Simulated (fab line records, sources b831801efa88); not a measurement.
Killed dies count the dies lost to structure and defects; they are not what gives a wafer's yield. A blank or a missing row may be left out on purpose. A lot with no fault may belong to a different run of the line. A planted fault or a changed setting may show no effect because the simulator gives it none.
Chamber matching ; flow sky130 ; 4 sister chambers for SKY_CONTACT_CMP_27 on cmp-02
The step polishes, stops on SiO2, t overpolish 15 s, target thk 0 nm. 19 wafers are shown with their chamber, then 9 later ones without.

WAFERS WITH THEIR CHAMBER
wafer;chamber;motor-current-A (A);time-to-endpoint-s (s);overpolish-run-s (s)
L749.2;0;10.7;83;15.003
L749.4;1;11.5;85;14.999
L749.5;3;10.6;79;15.006
L752.1;3;11.5;77;14.993
L752.2;0;10.8;81;14.985
L752.5;1;11.4;81;15.010
L751.1;1;10.1;80;14.999
L751.4;2;12.0;79;15.005
L751.6;1;11.1;80;14.998
L755.1;0;10.5;79;15.015
L755.2;3;11.0;79;14.998
L755.4;2;12.4;71;14.984
L757.3;3;10.9;80;15.007
L757.4;0;10.9;85;14.989
L759.2;1;11.2;87;14.996
L759.4;0;10.8;78;15.000
L767.1;1;11.7;85;14.984
L767.2;2;12.3;77;15.002
L767.6;0;11.3;83;15.012

SIGNATURES (averages over the wafers above)
reading;chamber 0;chamber 1;chamber 2;chamber 3;scatter within a chamber
motor-current-A;10.833;11.167;12.233;11.000;0.404
time-to-endpoint-s;81.50;83.00;75.67;78.75;2.84
overpolish-run-s;15.00067;14.99767;14.99700;15.00100;0.00986
Rule: a wafer's distance from a chamber is the root of the sum, over the readings, of the square of ((its reading less the chamber's mean) divided by the reading's scatter). The wafer belongs to the nearest chamber; if the next one is less than 2 further off, it can't be placed. The scatter: take each reading less its chamber's mean, square it, sum over the shown wafers, divide by the number of wafers less the number of chambers, and take the root.

WAFERS WHOSE CHAMBER IS MISSING
wafer;motor-current-A (A);time-to-endpoint-s (s);overpolish-run-s (s)
L769.1;10.6;88;15.016
L769.3;12.2;78;15.000
L769.4;11.0;85;14.991
L768.1;11.1;82;14.999
L768.2;10.9;89;15.003
L768.4;11.0;83;15.003
L770.1;10.8;85;14.986
L770.5;10.6;87;14.987
L770.6;12.6;76;14.978

WHICH CHAMBER EACH WENT THROUGH
wafer;from the rows above;in truth
L769.1;can't be placed: 0 or 1 or 3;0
L769.3;2;2
L769.4;can't be placed: 1 or 0 or 3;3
L768.1;can't be placed: 1 or 0 or 3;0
L768.2;can't be placed: 1 or 0 or 3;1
L768.4;can't be placed: 1 or 0 or 3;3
L770.1;can't be placed: 1 or 0 or 3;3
L770.5;can't be placed: 1 or 0 or 3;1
L770.6;2;2
2 of 9 placed correctly. Cannot be placed on the basis of these rows: 7; the candidates contain the true chamber in 7. Wrongly placed: 0.
